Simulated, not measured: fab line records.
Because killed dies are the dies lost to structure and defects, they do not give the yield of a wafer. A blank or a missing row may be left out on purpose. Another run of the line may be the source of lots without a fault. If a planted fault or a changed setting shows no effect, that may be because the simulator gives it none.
The same fault as seen by 2 desks / flow sky130 / only its own numbers are on each desk; what lay behind them is given at the end

## METROLOGY DESK
What the gauges read, lot by lot, whatever tool the lot ran on: means of the sampled wafers that have a number. A lot is out of limits, marked OUT, if its mean lies more than 4 standard deviations from the usual mean; the brackets give that distance.
Columns: A = NWELL_TW at SKY_NWELL_TW_MEAS_15, usual 1829; B = GATE_OXIDE_OXIDATION_00_THK at SKY_GATE_OXIDE_THK_MEAS_02, usual 10.24 nm
lot=L339; first seen here=day 4 22:18; A=1857; B=10.18
lot=L341; first seen here=day 5 07:49; A=1811; B=10.81
lot=L344; first seen here=day 6 00:53; A=1854; B=10.29
lot=L345; first seen here=day 6 08:30; A=1847; B=10.33
lot=L349; first seen here=day 7 09:20; A=1861; B=8.93 (-5.9) OUT
lot=L350; first seen here=day 7 12:27; A=1813; B=9.14 (-5.0) OUT
lot=L351; first seen here=day 7 16:38; A=1807; B=8.77 (-6.7) OUT
lot=L352; first seen here=day 8 02:25; A=1837; B=9.67
lot=L358; first seen here=day 10 06:57; A=1803; B=10.18
lot=L359; first seen here=day 10 16:36; A=1803; B=10.32
lot=L360; first seen here=day 10 17:29; A=1847; B=9.94
This desk reports L349, L350, L351 out of limits; the earliest was L349 at day 16 16:04 (GATE_OXIDE_OXIDATION_00_THK at SKY_GATE_OXIDE_THK_MEAS_02). L339, L341, L344, L345, L352, L358, L359, L360 stayed within limits.

## THE TOOL OWNER'S DESK: furnace-02
The tool's own readings at SKY_GATE_OXIDE_OXIDATION_01 (stabilise 600 s, purge 300 s, target thk 10.268 nm): means of the sampled wafers that have a number, for each lot that ran on this tool. A lot is out of limits, marked OUT, if its mean lies more than 4 standard deviations from the usual mean; the brackets give that distance.
Columns: A = spike-tc-bottom-C at SKY_GATE_OXIDE_OXIDATION_01, usual 919 C; B = spike-tc-centre-C at SKY_GATE_OXIDE_OXIDATION_01, usual 899.8 C; C = spike-tc-lower-C at SKY_GATE_OXIDE_OXIDATION_01, usual 900.1 C; D = spike-tc-top-C at SKY_GATE_OXIDE_OXIDATION_01, usual 909 C; E = spike-tc-upper-C at SKY_GATE_OXIDE_OXIDATION_01, usual 900.1 C; F = tube-center-temp-C at SKY_GATE_OXIDE_OXIDATION_01, usual 899.99 C; G = tube_center_temp_C_max at SKY_GATE_OXIDE_OXIDATION_01, usual 902.3
lot=L341; first seen here=day 13 13:58; A=915; B=900.6; C=899.1; D=912; E=899.9; F=899.94; G=902.0
lot=L344; first seen here=day 14 13:34; A=914; B=899.4; C=899.4; D=912; E=900.2; F=899.98; G=902.2
lot=L345; first seen here=day 15 01:43; A=916; B=900.2; C=899.4; D=913; E=898.6; F=900.07; G=902.3
lot=L349; first seen here=day 16 14:39; A=904 (-4.1) OUT; B=888.1 (-11) OUT; C=887.0 (-9.4) OUT; D=900; E=887.8 (-11) OUT; F=888.27 (-99 or more) OUT; G=890.5 (-30) OUT
lot=L350; first seen here=day 16 14:39; A=903 (-4.3) OUT; B=887.2 (-11) OUT; C=887.1 (-9.3) OUT; D=900; E=888.0 (-11) OUT; F=888.23 (-99 or more) OUT; G=890.8 (-29) OUT
lot=L351; first seen here=day 17 00:37; A=903 (-4.3) OUT; B=887.1 (-12) OUT; C=887.8 (-8.8) OUT; D=900; E=886.8 (-12) OUT; F=888.25 (-99 or more) OUT; G=890.8 (-29) OUT
lot=L358; first seen here=day 20 14:47; A=916; B=899.5; C=900.7; D=912; E=900.8; F=900.00; G=902.5
Finding of this desk: L349, L350, L351 out of limits; the first was L349 at day 16 14:39, on spike-tc-bottom-C at SKY_GATE_OXIDE_OXIDATION_01. L341, L344, L345, L358 stayed within limits.

## TAKEN TOGETHER
At day 16 14:39, on L349, L350, L351, the tool owner's desk was in a position to raise an alarm.
The metrology desk could have raised an alarm at day 16 16:04, on L349, L350, L351.
Every lot named ran SKY_GATE_OXIDE_OXIDATION_01 on furnace-02.

## WHAT WAS PUT IN BY THE SIMULATOR
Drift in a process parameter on furnace-02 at SKY_GATE_OXIDE_OXIDATION_01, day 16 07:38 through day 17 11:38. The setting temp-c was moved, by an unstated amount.
Struck lots among those shown: L349, L350, L351.
Time in hours from fault onset to the first out-of-limits reading at each desk: tool owner's desk 7, metrology desk 8.
